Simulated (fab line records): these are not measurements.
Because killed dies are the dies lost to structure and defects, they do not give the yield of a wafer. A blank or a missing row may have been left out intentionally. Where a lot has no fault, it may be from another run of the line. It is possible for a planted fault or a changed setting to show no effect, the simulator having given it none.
8D (eight disciplines) problem report, filled in by code / flow sky130 / the parts of the form that need people (team, actions taken, sign-off) are left out

## 1. THE ISSUE
run_length_s at SKY_LI_CONTACT_ETCH_14 reads a mean of 53.5 s on 6 wafers of 2 lots; wafers without a fault read 74.5 s with a standard deviation of 0.45. Measured from the usual mean, that is -47 standard deviations.
The step: etches BARC in N2/H2, stops on SiO2, time 45.9 s, target depth 60 nm.
The first sign was on wafer L950.1 at day 30 00:34, on rie_diel-04. The record has a number at this step for 36 wafers belonging to 12 lots. The rule behind "out" and "out of limits": a value lying over 4 standard deviations away from the usual mean. The other wafers with a number count as sound.

## 2. WHAT IT IS, WHAT IT ISN'T
question=which readings at this step | is=run_length_s, oes_product_au | is not=drypump_motor_current_A
question=which lots | is=L950, L951 | is not=L948, L949, L961, L963, L964, L966, L967, L968, L969, L970
question=which wafers of those lots | is=all that have a number | is not=-
question=read on which tools | is=rie_diel-04 | is not=rie_diel-01, rie_diel-02
question=when | is=from day 30 00:34 | is not=up to then (6 sound wafers); but 24 sound wafers of L961, L963, L964, L966, L967, L968, L969, L970 came after

## 3. SUSPECTS, AND WHAT RULES EACH OUT
Counting: a tool at any process step up to the reading remains a suspect when it ran all the lots that are out and ran no sound lot after the first of those.
- rie_diel-04 at SKY_LI_CONTACT_ETCH_14 (etches BARC in N2/H2, stops on SiO2, time 45.9 s, target depth 60 nm): ruled out as a lasting fault. Following L950 (day 30 00:34), the first lot on it that is out, the sound lots L966 were run on it.
Left after counting: nothing in the record.

## 4. THE CAUSE (what the simulator had put in)
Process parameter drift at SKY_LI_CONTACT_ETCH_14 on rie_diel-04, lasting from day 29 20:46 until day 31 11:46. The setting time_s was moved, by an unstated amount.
Counting ruled it out, wrongly.

## 5. THE EFFECT CHAIN, in route order
Each row: a reading where the mean over the struck wafers with a number is more than 3 standard deviations away from the usual. Scope: only readings with a usual standard deviation given in the record; hours: median across lots of the time from each lot's start at the first step in this table that gives one to its start at this step; sigmas: change in usual standard deviations.
hours=0; step=SKY_LI_CONTACT_ETCH_14; reading=oes_product_au; usual=0.854 a.u.; on struck wafers=1.008; change=+0.154; sigmas=+30
hours=0; step=SKY_LI_CONTACT_ETCH_14; reading=run_length_s; usual=74.5 s; on struck wafers=53.5; change=-21.0; sigmas=-47
hours=0; step=SKY_LI_CONTACT_STRIP_16; reading=strip_time_to_endpoint_s; usual=3.48 s; on struck wafers=3.68; change=+0.20; sigmas=+6.3
Here are the process steps it includes:
- SKY_LI_CONTACT_ETCH_14: etches BARC in N2/H2, stops on SiO2, time 45.9 s, target depth 60 nm.
- SKY_LI_CONTACT_STRIP_16: strips in O2/N2.

## 6. HOW IT WOULD HAVE BEEN CAUGHT EARLIER
4 hours passed between the start of the fault at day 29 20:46 and the first reading out of limits in this record, taken at day 30 00:34.
